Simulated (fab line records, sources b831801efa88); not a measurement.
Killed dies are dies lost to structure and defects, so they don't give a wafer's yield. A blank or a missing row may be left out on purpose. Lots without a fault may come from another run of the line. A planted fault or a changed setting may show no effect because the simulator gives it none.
Which tool did it? | flow gf180mcu | 12 lots, 36 wafers sampled, at 5 steps of a route of 602

WHAT THE GAUGES READ, wafer by wafer
GF_M2_OVL_MEAS_15. Usual: M2_OVL -1 nm, standard deviation 5.6.
lot  | measured     | on         | M2_OVL (nm) | flag
L285 | day 20 13:56 | overlay-02 | 4 1 2       |
L286 | day 21 00:53 | overlay-01 | 3 3 5       |
L288 | day 22 01:40 | overlay-02 | -2 -4 0     |
L289 | day 22 07:52 | overlay-02 | -9 -7 -1    |
L294 | day 23 18:27 | overlay-02 | -10 -5 -10  |
L296 | day 24 10:22 | overlay-01 | -6 1 -2     |
L297 | day 25 00:14 | overlay-01 | 1 -1 3      |
L299 | day 25 14:05 | overlay-01 | -7 4 -1     |
L300 | day 25 22:50 | overlay-02 | 1 -2 9      |
L301 | day 26 04:02 | overlay-02 | -1 2 12     |
L303 | day 26 19:26 | overlay-01 | -9 -13 -6   |
L304 | day 27 06:26 | overlay-01 | -9 -3 2     |

GF_M3_CD_MEAS_14: target cd 280 nm. Usual: cd_nm 279.7 nm, standard deviation 1.4.
lot  | measured     | on        | cd_nm (nm)        | flag
L285 | day 22 16:51 | cd_sem-02 | 280.5 280.7 280.2 |
L286 | day 23 02:49 | cd_sem-01 | 278.4 279.3 278.9 |
L288 | day 24 04:13 | cd_sem-02 | 278.2 278.5 277.3 |
L289 | day 24 09:34 | cd_sem-02 | 281.1 280.3 279.8 |
L294 | day 25 17:51 | cd_sem-01 | 279.1 280.4 281.5 |
L296 | day 26 09:19 | cd_sem-02 | 280.1 279.3 283.9 |
L297 | day 26 22:25 | cd_sem-01 | 279.2 283.6 283.0 |
L299 | day 27 11:20 | cd_sem-01 | 278.6 278.0 278.8 |
L300 | day 27 19:50 | cd_sem-01 | 279.1 278.9 278.4 |
L301 | day 28 01:13 | cd_sem-01 | 280.6 281.4 281.6 |
L303 | day 28 15:14 | cd_sem-01 | 281.8 281.3 281.9 |
L304 | day 29 02:24 | cd_sem-01 | 280.4 280.2 278.5 |

WHICH TOOL RAN EACH LOT (tool, then ch and the chambers of the sampled wafers, then the start)
lot  | GF_M2_METAL_ETCH_16               | GF_V2_SPUTTER_22             | GF_M3_PEB_12
L285 | rie_metal-04 ch 0,1, day 20 13:58 | pvd_sputter-03, day 21 15:50 | litho_track-03 ch 0, day 22 16:25
L286 | rie_metal-01 ch 0,1, day 21 00:55 | pvd_sputter-02, day 22 02:53 | litho_track-04 ch 0, day 23 02:26
L288 | rie_metal-04 ch 1, day 22 01:41   | pvd_sputter-02, day 23 04:02 | litho_track-01 ch 0, day 24 03:53
L289 | rie_metal-01 ch 0,1, day 22 07:53 | pvd_sputter-02, day 23 09:53 | litho_track-04 ch 0, day 24 09:14
L294 | rie_metal-04 ch 0,1, day 23 18:29 | pvd_sputter-01, day 24 19:20 | litho_track-04 ch 0, day 25 17:30
L296 | rie_metal-02 ch 0, day 24 10:25   | pvd_sputter-03, day 25 10:48 | litho_track-04 ch 0, day 26 08:59
L297 | rie_metal-04 ch 0, day 25 00:16   | pvd_sputter-01, day 26 00:37 | litho_track-04 ch 0, day 26 22:05
L299 | rie_metal-01 ch 0, day 25 14:07   | pvd_sputter-03, day 26 13:41 | litho_track-01 ch 0, day 27 10:59
L300 | rie_metal-02 ch 0,1, day 25 22:52 | pvd_sputter-02, day 26 22:22 | litho_track-01 ch 0, day 27 19:29
L301 | rie_metal-02 ch 0,1, day 26 04:06 | pvd_sputter-01, day 27 03:20 | litho_track-03 ch 0, day 28 00:54
L303 | rie_metal-04 ch 0,1, day 26 19:28 | pvd_sputter-01, day 27 18:06 | litho_track-01 ch 0, day 28 14:53
L304 | rie_metal-01 ch 0, day 27 06:28   | pvd_sputter-03, day 28 05:26 | litho_track-03 ch 0, day 29 02:04
- GF_M2_METAL_ETCH_16: etches the open film in Cl2/BCl3, stops on SiO2, target depth 627.5 nm, time 104.6 s.
- GF_V2_SPUTTER_22: material TiN, target thk 10 nm, time 40 s.
- GF_M3_PEB_12: peb time 90 s.

WHAT THE TOOLS THEMSELVES READ (means of the sampled wafers that have a number; where no wafer has one, the mark that the record gives instead)
GF_M2_METAL_ETCH_16. Usual: drypump_motor_current_A 5.68 A, standard deviation 0.23; he_backside_leak_sccm 3.33 sccm, standard deviation 0.23; oes_product_au 0.966 a.u., standard deviation 0.0064; throttle_valve_pct 28.257 %, standard deviation 0.01.
lot  | tool         | drypump_motor_current_A (A) | he_backside_leak_sccm (sccm) | oes_product_au (a.u.) | throttle_valve_pct (%) | flag
L285 | rie_metal-04 | 5.84                        | 3.35                         | 0.968                 | 28.262                 |
L286 | rie_metal-01 | 5.60                        | 3.27                         | 0.975                 | 28.251                 |
L288 | rie_metal-04 | 5.71                        | 3.33                         | 0.965                 | 28.253                 |
L289 | rie_metal-01 | 5.61                        | 3.21                         | 0.966                 | 28.253                 |
L294 | rie_metal-04 | 5.83                        | 3.29                         | 0.961                 | 28.257                 |
L296 | rie_metal-02 | 5.80                        | 3.29                         | 0.963                 | 28.268                 |
L297 | rie_metal-04 | 5.90                        | 3.29                         | 0.963                 | 28.261                 |
L299 | rie_metal-01 | 5.28                        | 3.28                         | 0.962                 | 28.259                 |
L300 | rie_metal-02 | 5.85                        | 3.64                         | 0.970                 | 28.257                 |
L301 | rie_metal-02 | 5.81                        | 3.20                         | 0.966                 | 28.256                 |
L303 | rie_metal-04 | 5.84                        | 3.27                         | 0.961                 | 28.267                 |
L304 | rie_metal-01 | 5.28                        | 3.41                         | 0.956                 | 28.262                 |

GF_V2_SPUTTER_22. Usual: throttle_valve_pct 30.2 %, standard deviation 1.
lot  | tool           | throttle_valve_pct (%) | flag
L285 | pvd_sputter-03 | 28.9                   |
L286 | pvd_sputter-02 | 30.7                   |
L288 | pvd_sputter-02 | 30.1                   |
L289 | pvd_sputter-02 | 30.3                   |
L294 | pvd_sputter-01 | 30.9                   |
L296 | pvd_sputter-03 | 29.0                   |
L297 | pvd_sputter-01 | 30.8                   |
L299 | pvd_sputter-03 | 28.8                   |
L300 | pvd_sputter-02 | 30.3                   |
L301 | pvd_sputter-01 | 31.3                   |
L303 | pvd_sputter-01 | 31.2                   |
L304 | pvd_sputter-03 | 28.8                   |

GF_M3_PEB_12. Usual: heater_power_total_W 85.70 W, standard deviation 0.079.
lot  | tool           | heater_power_total_W (W) | flag
L285 | litho_track-03 | 85.70                    |
L286 | litho_track-04 | 85.70                    |
L288 | litho_track-01 | 85.66                    |
L289 | litho_track-04 | 85.70                    |
L294 | litho_track-04 | 85.69                    |
L296 | litho_track-04 | 87.26                    | OFF
L297 | litho_track-04 | 88.89                    | OFF
L299 | litho_track-01 | 85.70                    |
L300 | litho_track-01 | 85.66                    |
L301 | litho_track-03 | 85.70                    |
L303 | litho_track-01 | 85.74                    |
L304 | litho_track-03 | 85.72                    |

THE ANSWER, worked out from the rows above alone
Rule: a lot is off if the mean of its wafers that have a number lies more than 3 standard deviations from the usual mean. A lot without any number at a reading at which 4 lots or more have one is off too. The other lots that the step has rows for count as sound. The gauges are gone through in route order, then the tools' own readings, and for those a lot's mean is taken as printed above. The first step at which some lot is off is used, and at that step the reading that is off furthest; a lot without a number counts as furthest.
Off: L296, L297, at GF_M3_PEB_12 (heater_power_total_W).
A tool fits if, at that step or a process step before it, it ran every lot that is off, and no sound lot after the first of them. One fits: litho_track-04 at GF_M3_PEB_12. Its last sound lot is L294 (day 25 17:30), its first lot that is off L296 (day 26 08:59): a fault that began between those two fits.
The tool's own readings at GF_M3_PEB_12 bear it out: on the lots that are off they differ by more than 5 times the standard deviation of the sound lots' means. heater_power_total_W reads 88.08 W there against 85.70 W on the sound lots.

WHAT THE SIMULATOR HAD PUT IN
Process parameter drift: litho_track-04, from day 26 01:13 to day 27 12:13, at GF_M3_PEB_12. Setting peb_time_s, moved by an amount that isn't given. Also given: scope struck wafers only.
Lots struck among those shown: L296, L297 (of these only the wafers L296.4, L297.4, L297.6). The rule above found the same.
